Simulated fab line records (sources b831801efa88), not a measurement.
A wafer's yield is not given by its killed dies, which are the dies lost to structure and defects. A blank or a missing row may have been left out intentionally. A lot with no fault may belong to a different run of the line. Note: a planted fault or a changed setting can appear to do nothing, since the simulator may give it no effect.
Which of the tools did it? -- flow gf180mcu -- 13 lots, 39 wafers sampled, at 4 steps of a route of 602

WHAT THE GAUGES SHOWED, per wafer
GF_V5_BOW_MEAS_05. Usual: V5_BOW 133 um, standard deviation 11.
lot,measured,on,V5_BOW (um),flag
L825,day 26 11:56,film metro-04,121 125 127,
L826,day 26 19:53,film metro-01,119 141 131,
L827,day 27 05:37,film metro-03,150 149 144,
L828,day 27 08:26,film metro-03,130 131 112,
L829,day 27 14:37,film metro-01,113 125 119,
L831,day 28 03:56,film metro-01,127 135 133,
L838,day 30 07:44,film metro-04,150 150 149,
L839,day 30 14:48,film metro-03,131 118 131,
L842,day 31 10:29,film metro-04,139 146 139,
L845,day 32 04:17,film metro-04,142 135 145,
L846,day 32 10:44,film metro-03,142 136 147,
L847,day 32 12:41,film metro-01,141 142 134,
L848,day 32 20:08,film metro-04,148 126 137,

GF_PASSIVATION_THK_MEAS_03. Usual: PASSIVATION_CVD_02_THK 698 nm, standard deviation 8.1.
lot,measured,on,PASSIVATION_CVD_02_THK (nm),flag
L825,day 28 08:23,film metro-01,690 698 703,
L826,day 28 16:26,film metro-01,688 687 695,
L827,day 29 00:17,film metro-03,696 707 709,
L828,day 29 03:41,film metro-03,682 695 699,
L829,day 29 09:44,film metro-03,706 706 700,
L831,day 29 22:21,film metro-03,702 706 712,
L838,day 31 22:00,film metro-02,696 704 707,
L839,day 32 04:26,film metro-03,690 690 712,
L842,day 32 22:35,film metro-03,695 696 713,
L845,day 33 15:16,film metro-01,700 711 710,
L846,day 33 21:17,film metro-03,682 704 696,
L847,day 33 23:26,film metro-02,687 696 704,
L848,day 34 06:07,film metro-01,703 697 697,

EACH LOT AND THE TOOL THAT RAN IT (in order: tool; ch and the chambers of the sampled wafers; start)
lot,GF_HV_LDD_ETCHBACK_58,GF_TOP_METAL_SPUTTER_03
L825,"rie diel-04 ch 0,3, day 12 17:44","pvd sputter-03, day 27 10:48"
L826,"rie diel-03 ch 0,2,3, day 13 00:19","pvd sputter-03, day 27 18:58"
L827,"rie diel-04 ch 1,2,3, day 13 07:18","pvd sputter-04, day 28 03:18"
L828,"rie diel-04 ch 0,2,3, day 13 12:15","pvd sputter-04, day 28 07:00"
L829,"rie diel-04 ch 1,2,3, day 13 17:23","pvd sputter-03, day 28 12:35"
L831,"rie diel-04 ch 0,2,3, day 14 08:08","pvd sputter-04, day 29 01:36"
L838,"rie diel-02 ch 0,1,2, day 16 19:31","pvd sputter-03, day 31 03:30"
L839,"rie diel-02 ch 2,3, day 17 01:44","pvd sputter-02, day 31 10:14"
L842,"rie diel-04 ch 1,2,3, day 18 03:31","pvd sputter-03, day 32 05:14"
L845,"rie diel-03 ch 0,3, day 19 03:17","pvd sputter-04, day 32 22:41"
L846,"rie diel-03 ch 1,2,3, day 19 13:10","pvd sputter-02, day 33 04:26"
L847,"rie diel-03 ch 0,1,2, day 19 19:25","pvd sputter-04, day 33 06:16"
L848,"rie diel-04 ch 0,1,3, day 20 03:31","pvd sputter-04, day 33 13:10"
- GF_HV_LDD_ETCHBACK_58: etches Si3N4 in CH3F/O2, stops on SiO2, time 100 s, target depth 90 nm.
- GF_TOP_METAL_SPUTTER_03: material Ti, target thk 5 nm, time 3.3 s.

AS READ BY THE TOOLS THEMSELVES (means over the sampled wafers that have a number; for cases with no such wafer, the mark the record gives instead)
GF_HV_LDD_ETCHBACK_58. Usual: bias w 80.03 W, standard deviation 0.25; ch3f flow sccm 39.99 sccm, standard deviation 0.12; drypump motor current A 5.4 A, standard deviation 0.38; oes product au 0.842 a.u., standard deviation 0.0063; throttle valve pct 10.561 %, standard deviation 0.0085.
lot,tool,bias w (W),ch3f flow sccm (sccm),drypump motor current A (A),oes product au (a.u.),throttle valve pct (%),flag
L825,rie diel-04,80.09,40.02,5.5,0.830,10.556,
L826,rie diel-03,80.06,39.96,5.2,0.843,10.560,
L827,rie diel-04,79.94,40.02,5.5,0.847,10.554,
L828,rie diel-04,80.27,40.01,5.3,0.840,10.563,
L829,rie diel-04,80.11,40.00,5.5,0.833,10.558,
L831,rie diel-04,80.05,39.95,5.3,0.844,10.569,
L838,rie diel-02,80.24,40.00,5.7,0.842,10.563,
L839,rie diel-02,80.12,39.90,5.4,0.839,10.568,
L842,rie diel-04,80.07,39.95,5.5,0.851,10.567,
L845,rie diel-03,80.07,39.94,5.5,0.844,10.559,
L846,rie diel-03,79.99,39.81,5.1,0.843,10.556,
L847,rie diel-03,79.95,39.98,5.1,0.834,10.574,
L848,rie diel-04,79.96,39.98,5.4,0.842,10.569,

GF_TOP_METAL_SPUTTER_03. Usual: 30.1 % for throttle valve pct, sd 1.1.
lot,tool,throttle valve pct (%),flag
L825,pvd sputter-03,30.5,
L826,pvd sputter-03,29.9,
L827,pvd sputter-04,30.9,
L828,pvd sputter-04,29.8,
L829,pvd sputter-03,30.6,
L831,pvd sputter-04,28.6,
L838,pvd sputter-03,29.7,
L839,pvd sputter-02,30.0,
L842,pvd sputter-03,29.8,
L845,pvd sputter-04,29.6,
L846,pvd sputter-02,30.9,
L847,pvd sputter-04,29.8,
L848,pvd sputter-04,29.9,

THE ANSWER, worked out from the rows above alone
Rule: a lot is off if the mean of its wafers that have a number lies more than 3 standard deviations from the usual mean. A lot without any number at a reading at which 4 lots or more have one is off too. The other lots that the step has rows for count as sound. The gauges are gone through in route order, then the tools' own readings, and for those a lot's mean is taken as printed above. The first step at which some lot is off is used, and at that step the reading that is off furthest; a lot without a number counts as furthest.
No lot is off on any of the readings shown, so nothing can be concluded from this.

WHAT THE SIMULATOR HAD INSERTED
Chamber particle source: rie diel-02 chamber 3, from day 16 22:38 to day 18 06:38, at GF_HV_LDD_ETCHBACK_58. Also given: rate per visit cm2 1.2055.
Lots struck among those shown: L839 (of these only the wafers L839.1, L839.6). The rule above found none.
